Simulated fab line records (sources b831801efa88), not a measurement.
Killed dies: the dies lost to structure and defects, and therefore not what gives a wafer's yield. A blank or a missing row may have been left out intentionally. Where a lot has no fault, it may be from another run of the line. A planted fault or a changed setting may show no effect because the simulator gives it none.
fab line records || flow gf180mcu || part 2 of 2: steps 32 to 40 of 40
record {"lots": 5, "wafers": 15, "last_day": 34}
route steps=602 shown SAB@272 SALICIDE@278 CONTACT@287
lots with no fault: from the same line, run without faults
start_h: hours from the record's opening day to when the first of the lot's shown wafers began || wait_h: time in hours since the lot's previous step || " repeats the value in the row above || L1.1+2: one row covering several wafers at once || - no value, or no start was given || * or withheld: withheld || < > ~ a bound
route shown NAME@n: a module of which the file shows steps, and the number in the route of the first || usual: average and standard deviation across the fault-free wafers || same: alike in all rows || chamber/n: place in a boat || sites: each site's reading || _std_site: their standard deviation || _edge_site: the outer-site mean with the inner-site mean subtracted || radius_mm: how far each site lies from the wafer's centre || mask NAME#n: copy n || behind: the most recent tool/chamber to have shaped the wafer || hold: reason for holding the lot/hours on hold/outcome of the hold || device: names the non-switching transistor (n, p or np) || end of line: tests run on the same wafers once the route is complete || a step with no rows: only its recipe || killed: dies lost to structure and defects at the first sort, not the wafer's yield || map: a wafer's dies, x killed, . not, _ none there
set.NAME: the setting as run; set.NAME@STEP: as run at that earlier step || model.NAME: the simulator's own value behind a step, which no gauge read
certain route steps with their lots: each step a table, each wafer a row
services: the hour from which a tool's chamber was out of use, counted from the record's first day as start_h (under 0 if before that day), plus the number of hours and why
## steps
# step GF_CONTACT_ETCH_16
# recipe {"chemistry": "N2/H2", "target_depth_a": "withheld", "overetch_a": "withheld", "time_s": "withheld", "target": "BARC", "ion_energy_ev": 200, "source_w": 500, "bias_w": 100, "pressure_mtorr": 30, "n2_flow_sccm": 100, "h2_flow_sccm": 200}
# usual {"drypump_motor_current_A": "5.6/0.55", "h2_flow_sccm": "200.0/0.56", "oes_product_au": "0.855/0.005", "rf_fwd_power_W": "494.6/2.1", "throttle_valve_pct": "13.225/0.0098"}
{"lot.wafer": "L081.1", "tool": "rie_diel-02", "chamber": 0, "start_h": 436.24, "wait_h": 0.0, "drypump_motor_current_A": 4.8, "h2_flow_sccm": 199.0, "oes_product_au": 0.860, "rf_fwd_power_W": 494.1, "throttle_valve_pct": 13.249}
{"lot.wafer": "L081.4", "tool": "rie_diel-02", "chamber": 1, "start_h": 436.24, "wait_h": 0.0, "drypump_motor_current_A": 5.9, "h2_flow_sccm": 199.4, "oes_product_au": 0.850, "rf_fwd_power_W": 495.1, "throttle_valve_pct": 13.227}
{"lot.wafer": "L081.5", "tool": "rie_diel-02", "chamber": 0, "start_h": 436.24, "wait_h": 0.0, "drypump_motor_current_A": 4.8, "h2_flow_sccm": 199.4, "oes_product_au": 0.862, "rf_fwd_power_W": 496.9, "throttle_valve_pct": 13.220}
{"lot.wafer": "L088.1", "tool": "rie_diel-01", "chamber": 3, "start_h": 503.14, "wait_h": 0.0, "drypump_motor_current_A": 4.8, "h2_flow_sccm": 200.3, "oes_product_au": 0.849, "rf_fwd_power_W": 489.3, "throttle_valve_pct": 13.225}
{"lot.wafer": "L088.5", "tool": "rie_diel-01", "chamber": 2, "start_h": 503.14, "wait_h": 0.0, "drypump_motor_current_A": 6.0, "h2_flow_sccm": 200.0, "oes_product_au": 0.852, "rf_fwd_power_W": 494.9, "throttle_valve_pct": 13.209}
{"lot.wafer": "L088.6", "tool": "rie_diel-01", "chamber": 1, "start_h": 503.14, "wait_h": 0.0, "drypump_motor_current_A": 5.9, "h2_flow_sccm": 200.3, "oes_product_au": 0.853, "rf_fwd_power_W": 496.4, "throttle_valve_pct": 13.225}
{"lot.wafer": "L091.3", "tool": "rie_diel-04", "chamber": 1, "start_h": 523.87, "wait_h": 0.0, "drypump_motor_current_A": 5.2, "h2_flow_sccm": 199.6, "oes_product_au": 0.858, "rf_fwd_power_W": 494.8, "throttle_valve_pct": 13.215}
{"lot.wafer": "L091.4", "tool": "rie_diel-04", "chamber": 0, "start_h": 523.87, "wait_h": 0.0, "drypump_motor_current_A": 5.3, "h2_flow_sccm": 200.1, "oes_product_au": 0.854, "rf_fwd_power_W": 497.0, "throttle_valve_pct": 13.231}
{"lot.wafer": "L091.5", "tool": "rie_diel-04", "chamber": 1, "start_h": 523.87, "wait_h": 0.0, "drypump_motor_current_A": 5.2, "h2_flow_sccm": 199.2, "oes_product_au": 0.858, "rf_fwd_power_W": 492.0, "throttle_valve_pct": 13.220}
{"lot.wafer": "L093.2", "tool": "rie_diel-02", "chamber": 3, "start_h": 528.78, "wait_h": 0.0, "drypump_motor_current_A": 5.0, "h2_flow_sccm": 201.2, "oes_product_au": 0.860, "rf_fwd_power_W": 494.2, "throttle_valve_pct": 13.220}
{"lot.wafer": "L093.5", "tool": "rie_diel-02", "chamber": 1, "start_h": 528.78, "wait_h": 0.0, "drypump_motor_current_A": 5.9, "h2_flow_sccm": 199.8, "oes_product_au": 0.860, "rf_fwd_power_W": 490.6, "throttle_valve_pct": 13.212}
{"lot.wafer": "L093.6", "tool": "rie_diel-02", "chamber": 2, "start_h": 528.78, "wait_h": 0.0, "drypump_motor_current_A": 5.3, "h2_flow_sccm": 200.2, "oes_product_au": 0.851, "rf_fwd_power_W": 494.4, "throttle_valve_pct": 13.248}
{"lot.wafer": "L096.2", "tool": "rie_diel-01", "chamber": 0, "start_h": 549.22, "wait_h": 0.0, "drypump_motor_current_A": 6.4, "h2_flow_sccm": 200.4, "oes_product_au": 0.859, "rf_fwd_power_W": 492.8, "throttle_valve_pct": 13.208}
{"lot.wafer": "L096.3", "tool": "rie_diel-01", "chamber": 2, "start_h": 549.22, "wait_h": 0.0, "drypump_motor_current_A": 6.0, "h2_flow_sccm": 198.9, "oes_product_au": 0.856, "rf_fwd_power_W": 492.8, "throttle_valve_pct": 13.227}
{"lot.wafer": "L096.5", "tool": "rie_diel-01", "chamber": 0, "start_h": 549.22, "wait_h": 0.0, "drypump_motor_current_A": 6.5, "h2_flow_sccm": 200.2, "oes_product_au": 0.846, "rf_fwd_power_W": 493.6, "throttle_valve_pct": 13.222}
# step GF_CONTACT_ETCH_17
# recipe {"chemistry": "C4F8/O2/Ar", "mask_material": "KrF", "target": "SiO2", "stop_on": "CoSi2", "source_w": 1500, "bias_w": 1200, "pressure_mtorr": 40, "c4f8_flow_sccm": "withheld", "O2_flow_sccm": 6, "Ar_flow_sccm": 300, "time_s": "withheld", "target_depth_a": 8600}
# usual {"oes_product_au": "0.815/0.005", "rf_fwd_power_W": "1495/4.4"}
{"lot.wafer": "L081.1", "tool": "rie_diel-02", "chamber": 0, "start_h": "-", "wait_h": "-", "oes_product_au": 0.815, "rf_fwd_power_W": 1494}
{"lot.wafer": "L081.4", "tool": "rie_diel-02", "chamber": 1, "start_h": "-", "wait_h": "-", "oes_product_au": 0.816, "rf_fwd_power_W": 1503}
{"lot.wafer": "L081.5", "tool": "rie_diel-02", "chamber": 0, "start_h": "-", "wait_h": "-", "oes_product_au": 0.813, "rf_fwd_power_W": 1490}
{"lot.wafer": "L088.1", "tool": "rie_diel-01", "chamber": 3, "start_h": "-", "wait_h": "-", "oes_product_au": 0.812, "rf_fwd_power_W": 1499}
{"lot.wafer": "L088.5", "tool": "rie_diel-01", "chamber": 2, "start_h": "-", "wait_h": "-", "oes_product_au": 0.808, "rf_fwd_power_W": 1491}
{"lot.wafer": "L088.6", "tool": "rie_diel-01", "chamber": 1, "start_h": "-", "wait_h": "-", "oes_product_au": 0.813, "rf_fwd_power_W": 1499}
{"lot.wafer": "L091.3", "tool": "rie_diel-04", "chamber": 1, "start_h": "-", "wait_h": "-", "oes_product_au": 0.812, "rf_fwd_power_W": 1489}
{"lot.wafer": "L091.4", "tool": "rie_diel-04", "chamber": 0, "start_h": "-", "wait_h": "-", "oes_product_au": 0.809, "rf_fwd_power_W": 1500}
{"lot.wafer": "L091.5", "tool": "rie_diel-04", "chamber": 1, "start_h": "-", "wait_h": "-", "oes_product_au": 0.819, "rf_fwd_power_W": 1486}
{"lot.wafer": "L093.2", "tool": "rie_diel-02", "chamber": 3, "start_h": "-", "wait_h": "-", "oes_product_au": 0.813, "rf_fwd_power_W": 1492}
{"lot.wafer": "L093.5", "tool": "rie_diel-02", "chamber": 1, "start_h": "-", "wait_h": "-", "oes_product_au": 0.806, "rf_fwd_power_W": 1496}
{"lot.wafer": "L093.6", "tool": "rie_diel-02", "chamber": 2, "start_h": "-", "wait_h": "-", "oes_product_au": 0.823, "rf_fwd_power_W": 1500}
{"lot.wafer": "L096.2", "tool": "rie_diel-01", "chamber": 0, "start_h": "-", "wait_h": "-", "oes_product_au": 0.821, "rf_fwd_power_W": 1495}
{"lot.wafer": "L096.3", "tool": "rie_diel-01", "chamber": 2, "start_h": "-", "wait_h": "-", "oes_product_au": 0.818, "rf_fwd_power_W": 1500}
{"lot.wafer": "L096.5", "tool": "rie_diel-01", "chamber": 0, "start_h": "-", "wait_h": "-", "oes_product_au": 0.809, "rf_fwd_power_W": 1488}
# step GF_CONTACT_STRIP_18
# recipe {"chemistry": "O2/N2", "power_w": 1400, "pressure_mtorr": 1500, "platen_temp_c": 250, "o2_flow_sccm": 3000, "n2_flow_sccm": 300, "overash_fraction": 0.5}
# usual {"drypump_motor_current_A": "5.8/0.35", "heater_power_w": "349/26", "oes_product_au": "0.580/0.0055", "platen_temp_c": "249.98/0.2"}
{"lot.wafer": "L081.1", "tool": "plasma_asher-01", "chamber": 1, "start_h": 436.40, "wait_h": "-", "drypump_motor_current_A": 5.5, "heater_power_w": 314, "oes_product_au": 0.584, "platen_temp_c": 250.11, "rf_hours_counter_h": 65}
{"lot.wafer": "L081.4", "tool": "plasma_asher-01", "chamber": 0, "start_h": 436.40, "wait_h": "-", "drypump_motor_current_A": 5.7, "heater_power_w": 378, "oes_product_au": 0.580, "platen_temp_c": 250.12, "rf_hours_counter_h": "-"}
{"lot.wafer": "L081.5", "tool": "plasma_asher-01", "chamber": 1, "start_h": 436.40, "wait_h": "-", "drypump_motor_current_A": 5.5, "heater_power_w": 316, "oes_product_au": 0.591, "platen_temp_c": 249.70, "rf_hours_counter_h": "-"}
{"lot.wafer": "L088.1", "tool": "plasma_asher-01", "chamber": 0, "start_h": 503.30, "wait_h": "-", "drypump_motor_current_A": 5.7, "heater_power_w": 387, "oes_product_au": 0.581, "platen_temp_c": 249.82, "rf_hours_counter_h": 72}
{"lot.wafer": "L088.5", "tool": "plasma_asher-01", "chamber": 0, "start_h": 503.30, "wait_h": "-", "drypump_motor_current_A": 5.7, "heater_power_w": 377, "oes_product_au": 0.587, "platen_temp_c": 249.79, "rf_hours_counter_h": "-"}
{"lot.wafer": "L088.6", "tool": "plasma_asher-01", "chamber": 1, "start_h": 503.30, "wait_h": "-", "drypump_motor_current_A": 5.6, "heater_power_w": 324, "oes_product_au": 0.576, "platen_temp_c": 250.13, "rf_hours_counter_h": "-"}
{"lot.wafer": "L091.3", "tool": "plasma_asher-04", "chamber": 0, "start_h": 524.06, "wait_h": "-", "drypump_motor_current_A": 5.3, "heater_power_w": 348, "oes_product_au": 0.566, "platen_temp_c": 249.78, "rf_hours_counter_h": "-"}
{"lot.wafer": "L091.4", "tool": "plasma_asher-04", "chamber": 1, "start_h": 524.06, "wait_h": "-", "drypump_motor_current_A": 6.2, "heater_power_w": 326, "oes_product_au": 0.582, "platen_temp_c": 249.96, "rf_hours_counter_h": "-"}
{"lot.wafer": "L091.5", "tool": "plasma_asher-04", "chamber": 1, "start_h": 524.06, "wait_h": "-", "drypump_motor_current_A": 6.2, "heater_power_w": 316, "oes_product_au": 0.586, "platen_temp_c": 249.95, "rf_hours_counter_h": "-"}
{"lot.wafer": "L093.2", "tool": "plasma_asher-04", "chamber": 1, "start_h": 528.94, "wait_h": "-", "drypump_motor_current_A": 6.2, "heater_power_w": 321, "oes_product_au": 0.583, "platen_temp_c": 250.05, "rf_hours_counter_h": 90}
{"lot.wafer": "L093.5", "tool": "plasma_asher-04", "chamber": 1, "start_h": 528.94, "wait_h": "-", "drypump_motor_current_A": 6.2, "heater_power_w": 310, "oes_product_au": 0.586, "platen_temp_c": 249.94, "rf_hours_counter_h": "-"}
{"lot.wafer": "L093.6", "tool": "plasma_asher-04", "chamber": 0, "start_h": 528.94, "wait_h": "-", "drypump_motor_current_A": 5.4, "heater_power_w": 357, "oes_product_au": 0.578, "platen_temp_c": 249.75, "rf_hours_counter_h": "-"}
{"lot.wafer": "L096.2", "tool": "plasma_asher-01", "chamber": 1, "start_h": 549.38, "wait_h": "-", "drypump_motor_current_A": 5.5, "heater_power_w": 319, "oes_product_au": 0.579, "platen_temp_c": 249.84, "rf_hours_counter_h": 77}
{"lot.wafer": "L096.3", "tool": "plasma_asher-01", "chamber": 0, "start_h": 549.38, "wait_h": "-", "drypump_motor_current_A": 5.8, "heater_power_w": 388, "oes_product_au": 0.577, "platen_temp_c": 250.16, "rf_hours_counter_h": "-"}
{"lot.wafer": "L096.5", "tool": "plasma_asher-01", "chamber": 0, "start_h": 549.38, "wait_h": "-", "drypump_motor_current_A": 5.7, "heater_power_w": 376, "oes_product_au": 0.579, "platen_temp_c": 250.16, "rf_hours_counter_h": "-"}
# step GF_CONTACT_CLEAN_19
# recipe {"chemistry": "SPM"}
{"lot.wafer": "L081.1+4+5", "tool": "wet_bench-02", "chamber": 0, "start_h": 436.50, "wait_h": 0.1}
{"lot.wafer": "L088.1+5+6", "tool": "wet_bench-01", "chamber": 2, "start_h": 503.40, "wait_h": 0.1}
{"lot.wafer": "L091.3+4+5", "tool": "wet_bench-01", "chamber": 2, "start_h": 524.13, "wait_h": 0.0}
{"lot.wafer": "L093.2+5+6", "tool": "wet_bench-04", "chamber": 0, "start_h": 529.04, "wait_h": 0.1}
{"lot.wafer": "L096.2+3+5", "tool": "wet_bench-04", "chamber": 1, "start_h": 549.48, "wait_h": 0.1}
# step GF_CONTACT_CLEAN_20
# recipe {"chemistry": "DIW"}
{"lot.wafer": "L081.1+4+5", "tool": "wet_bench-04", "chamber": 0, "start_h": 436.60, "wait_h": 0.0}
{"lot.wafer": "L088.1+5+6", "tool": "wet_bench-02", "chamber": 0, "start_h": 503.49, "wait_h": 0.0}
{"lot.wafer": "L091.3+4+5", "tool": "wet_bench-02", "chamber": 0, "start_h": 524.22, "wait_h": 0.0}
{"lot.wafer": "L093.2+5+6", "tool": "wet_bench-01", "chamber": 0, "start_h": 529.13, "wait_h": 0.0}
{"lot.wafer": "L096.2+3+5", "tool": "wet_bench-02", "chamber": 2, "start_h": 549.57, "wait_h": 0.0}
# step GF_CONTACT_CLEAN_21
# recipe {"chemistry": "dHF", "time_s": 20, "dilution": "100:1", "dry": "ipa_marangoni"}
{"lot.wafer": "L081.1+4+5", "tool": "wet_bench-01", "chamber": 3, "start_h": 436.69, "wait_h": 0.0}
{"lot.wafer": "L088.1+5+6", "tool": "wet_bench-04", "chamber": 3, "start_h": 503.59, "wait_h": 0.0}
{"lot.wafer": "L091.3+4+5", "tool": "wet_bench-04", "chamber": 2, "start_h": 524.31, "wait_h": 0.0}
{"lot.wafer": "L093.2+5+6", "tool": "wet_bench-04", "chamber": 2, "start_h": 529.23, "wait_h": 0.0}
{"lot.wafer": "L096.2+3+5", "tool": "wet_bench-01", "chamber": 3, "start_h": 549.66, "wait_h": 0.0}
# step GF_CONTACT_SPUTTER_22
# recipe {"material": "Ti", "target_thk_nm": 15, "chamber_pressure_pa": 5, "power_w": 2500, "substrate_temp_c": 200, "time_s": 80.02}
# usual {"throttle_valve_pct": "29.7/1.5"}
{"lot.wafer": "L081.1", "tool": "pvd_sputter-02", "chamber": "-", "start_h": 436.72, "wait_h": 0.0, "throttle_valve_pct": 28.8}
{"lot.wafer": "L081.4", "tool": "pvd_sputter-02", "chamber": "-", "start_h": 436.72, "wait_h": 0.0, "throttle_valve_pct": 32.0}
{"lot.wafer": "L081.5", "tool": "pvd_sputter-02", "chamber": "-", "start_h": 436.72, "wait_h": 0.0, "throttle_valve_pct": 28.4}
{"lot.wafer": "L088.1", "tool": "pvd_sputter-04", "chamber": "-", "start_h": 503.60, "wait_h": 0.0, "throttle_valve_pct": 30.5}
{"lot.wafer": "L088.5", "tool": "pvd_sputter-04", "chamber": "-", "start_h": 503.60, "wait_h": 0.0, "throttle_valve_pct": 30.6}
{"lot.wafer": "L088.6", "tool": "pvd_sputter-04", "chamber": "-", "start_h": 503.60, "wait_h": 0.0, "throttle_valve_pct": 29.2}
{"lot.wafer": "L091.3", "tool": "pvd_sputter-04", "chamber": "-", "start_h": 524.33, "wait_h": 0.0, "throttle_valve_pct": 29.3}
{"lot.wafer": "L091.4", "tool": "pvd_sputter-04", "chamber": "-", "start_h": 524.33, "wait_h": 0.0, "throttle_valve_pct": 28.9}
{"lot.wafer": "L091.5", "tool": "pvd_sputter-04", "chamber": "-", "start_h": 524.33, "wait_h": 0.0, "throttle_valve_pct": 27.4}
{"lot.wafer": "L093.2", "tool": "pvd_sputter-02", "chamber": "-", "start_h": 529.24, "wait_h": 0.0, "throttle_valve_pct": 31.8}
{"lot.wafer": "L093.5", "tool": "pvd_sputter-02", "chamber": "-", "start_h": 529.24, "wait_h": 0.0, "throttle_valve_pct": 31.1}
{"lot.wafer": "L093.6", "tool": "pvd_sputter-02", "chamber": "-", "start_h": 529.24, "wait_h": 0.0, "throttle_valve_pct": 27.9}
{"lot.wafer": "L096.2", "tool": "pvd_sputter-02", "chamber": "-", "start_h": 549.68, "wait_h": 0.0, "throttle_valve_pct": 28.3}
{"lot.wafer": "L096.3", "tool": "pvd_sputter-02", "chamber": "-", "start_h": 549.68, "wait_h": 0.0, "throttle_valve_pct": 32.1}
{"lot.wafer": "L096.5", "tool": "pvd_sputter-02", "chamber": "-", "start_h": 549.68, "wait_h": 0.0, "throttle_valve_pct": 31.1}
# step GF_CONTACT_SPUTTER_23
# recipe {"material": "TiN", "target_thk_nm": 10, "chamber_pressure_pa": 5, "power_w": 4000, "time_s": 40}
# usual {"throttle_valve_pct": "29.7/1.6"}
{"lot.wafer": "L081.1", "tool": "pvd_sputter-02", "chamber": "-", "start_h": 436.78, "wait_h": 0.0, "throttle_valve_pct": 28.4}
{"lot.wafer": "L081.4", "tool": "pvd_sputter-02", "chamber": "-", "start_h": 436.78, "wait_h": 0.0, "throttle_valve_pct": 32.0}
{"lot.wafer": "L081.5", "tool": "pvd_sputter-02", "chamber": "-", "start_h": 436.78, "wait_h": 0.0, "throttle_valve_pct": 28.4}
{"lot.wafer": "L088.1", "tool": "pvd_sputter-04", "chamber": "-", "start_h": 503.66, "wait_h": 0.0, "throttle_valve_pct": 30.6}
{"lot.wafer": "L088.5", "tool": "pvd_sputter-04", "chamber": "-", "start_h": 503.66, "wait_h": 0.0, "throttle_valve_pct": 30.8}
{"lot.wafer": "L088.6", "tool": "pvd_sputter-04", "chamber": "-", "start_h": 503.66, "wait_h": 0.0, "throttle_valve_pct": 29.2}
{"lot.wafer": "L091.3", "tool": "pvd_sputter-04", "chamber": "-", "start_h": 524.39, "wait_h": 0.0, "throttle_valve_pct": 29.5}
{"lot.wafer": "L091.4", "tool": "pvd_sputter-04", "chamber": "-", "start_h": 524.39, "wait_h": 0.0, "throttle_valve_pct": 29.1}
{"lot.wafer": "L091.5", "tool": "pvd_sputter-04", "chamber": "-", "start_h": 524.39, "wait_h": 0.0, "throttle_valve_pct": 27.2}
{"lot.wafer": "L093.2", "tool": "pvd_sputter-02", "chamber": "-", "start_h": 529.30, "wait_h": 0.0, "throttle_valve_pct": 32.1}
{"lot.wafer": "L093.5", "tool": "pvd_sputter-02", "chamber": "-", "start_h": 529.30, "wait_h": 0.0, "throttle_valve_pct": 31.0}
{"lot.wafer": "L093.6", "tool": "pvd_sputter-02", "chamber": "-", "start_h": 529.30, "wait_h": 0.0, "throttle_valve_pct": 28.1}
{"lot.wafer": "L096.2", "tool": "pvd_sputter-02", "chamber": "-", "start_h": 549.74, "wait_h": 0.0, "throttle_valve_pct": 28.4}
{"lot.wafer": "L096.3", "tool": "pvd_sputter-02", "chamber": "-", "start_h": 549.74, "wait_h": 0.0, "throttle_valve_pct": 32.0}
{"lot.wafer": "L096.5", "tool": "pvd_sputter-02", "chamber": "-", "start_h": 549.74, "wait_h": 0.0, "throttle_valve_pct": 31.4}
# step GF_CONTACT_CVD_24
# recipe {"material": "W", "target_thk_nm": 300, "time_s": 90.339, "temp_c": 400, "pressure_torr": 40}
# usual {"heater_power_w": "866/44"}
{"lot.wafer": "L081.1", "tool": "cvd_w-02", "chamber": 1, "start_h": 436.82, "wait_h": 0.0, "heater_power_w": 907}
{"lot.wafer": "L081.4", "tool": "cvd_w-02", "chamber": 0, "start_h": 436.82, "wait_h": 0.0, "heater_power_w": 863}
{"lot.wafer": "L081.5", "tool": "cvd_w-02", "chamber": 1, "start_h": 436.82, "wait_h": 0.0, "heater_power_w": 873}
{"lot.wafer": "L088.1", "tool": "cvd_w-02", "chamber": 0, "start_h": 503.70, "wait_h": 0.0, "heater_power_w": 869}
{"lot.wafer": "L088.5", "tool": "cvd_w-02", "chamber": 0, "start_h": 503.70, "wait_h": 0.0, "heater_power_w": 875}
{"lot.wafer": "L088.6", "tool": "cvd_w-02", "chamber": 1, "start_h": 503.70, "wait_h": 0.0, "heater_power_w": 880}
{"lot.wafer": "L091.3", "tool": "cvd_w-01", "chamber": 1, "start_h": 524.46, "wait_h": 0.1, "heater_power_w": 886}
{"lot.wafer": "L091.4", "tool": "cvd_w-01", "chamber": 0, "start_h": 524.46, "wait_h": 0.1, "heater_power_w": 800}
{"lot.wafer": "L091.5", "tool": "cvd_w-01", "chamber": 1, "start_h": 524.46, "wait_h": 0.1, "heater_power_w": 886}
{"lot.wafer": "L093.2", "tool": "cvd_w-02", "chamber": 1, "start_h": 529.38, "wait_h": 0.1, "heater_power_w": 876}
{"lot.wafer": "L093.5", "tool": "cvd_w-02", "chamber": 1, "start_h": 529.38, "wait_h": 0.1, "heater_power_w": 860}
{"lot.wafer": "L093.6", "tool": "cvd_w-02", "chamber": 1, "start_h": 529.38, "wait_h": 0.1, "heater_power_w": 881}
{"lot.wafer": "L096.2", "tool": "cvd_w-02", "chamber": 1, "start_h": 549.81, "wait_h": 0.1, "heater_power_w": 881}
{"lot.wafer": "L096.3", "tool": "cvd_w-02", "chamber": 1, "start_h": 549.81, "wait_h": 0.1, "heater_power_w": 883}
{"lot.wafer": "L096.5", "tool": "cvd_w-02", "chamber": 1, "start_h": 549.81, "wait_h": 0.1, "heater_power_w": 879}
## services
{"tool": "pvd_sputter-02", "chamber": "-", "start_h": 387.16, "hours": 1.5, "kind": "repair"}
{"tool": "cvd_w-02", "chamber": "-", "start_h": 390.00, "hours": 14.0, "kind": "pm"}
{"tool": "krf_scanner-02", "chamber": "-", "start_h": 408.11, "hours": 0.8, "kind": "pm"}
{"tool": "pvd_sputter-02", "chamber": "-", "start_h": 414.99, "hours": 3.4, "kind": "repair"}
{"tool": "krf_scanner-02", "chamber": "-", "start_h": 415.59, "hours": 4.0, "kind": "pm"}
{"tool": "krf_scanner-01", "chamber": "-", "start_h": 418.26, "hours": 1.8, "kind": "repair"}
{"tool": "cvd_w-02", "chamber": "-", "start_h": 422.83, "hours": 1.0, "kind": "repair"}
{"tool": "pvd_sputter-01", "chamber": "-", "start_h": 430.86, "hours": 0.9, "kind": "repair"}
{"tool": "krf_scanner-01", "chamber": "-", "start_h": 437.20, "hours": 5.5, "kind": "repair"}
{"tool": "rie_diel-01", "chamber": 3, "start_h": 443.05, "hours": 2.8, "kind": "repair"}
{"tool": "krf_scanner-01", "chamber": "-", "start_h": 462.81, "hours": 1.3, "kind": "pm"}
{"tool": "krf_scanner-01", "chamber": "-", "start_h": 464.44, "hours": 3.6, "kind": "pm"}
{"tool": "rie_diel-01", "chamber": 0, "start_h": 476.48, "hours": 7.8, "kind": "repair"}
{"tool": "rie_diel-02", "chamber": 3, "start_h": 479.06, "hours": 15.6, "kind": "repair"}
{"tool": "rtp_anneal-01", "chamber": "-", "start_h": 489.18, "hours": 0.7, "kind": "repair"}
{"tool": "cvd_w-02", "chamber": "-", "start_h": 491.51, "hours": 4.0, "kind": "repair"}
{"tool": "hdpcvd-01", "chamber": "-", "start_h": 501.30, "hours": 1.4, "kind": "repair"}
{"tool": "krf_scanner-01", "chamber": "-", "start_h": 511.02, "hours": 0.8, "kind": "pm"}
{"tool": "rie_diel-01", "chamber": 1, "start_h": 516.19, "hours": 6.9, "kind": "repair"}
{"tool": "rie_diel-01", "chamber": "-", "start_h": 522.36, "hours": 2.8, "kind": "pm"}
{"tool": "cvd_w-02", "chamber": 0, "start_h": 528.37, "hours": 25.9, "kind": "repair"}
{"tool": "hdpcvd-01", "chamber": "-", "start_h": 529.34, "hours": 28.1, "kind": "pm"}
{"tool": "pvd_sputter-04", "chamber": "-", "start_h": 533.78, "hours": 4.7, "kind": "repair"}
{"tool": "krf_scanner-01", "chamber": "-", "start_h": 543.77, "hours": 1.0, "kind": "pm"}
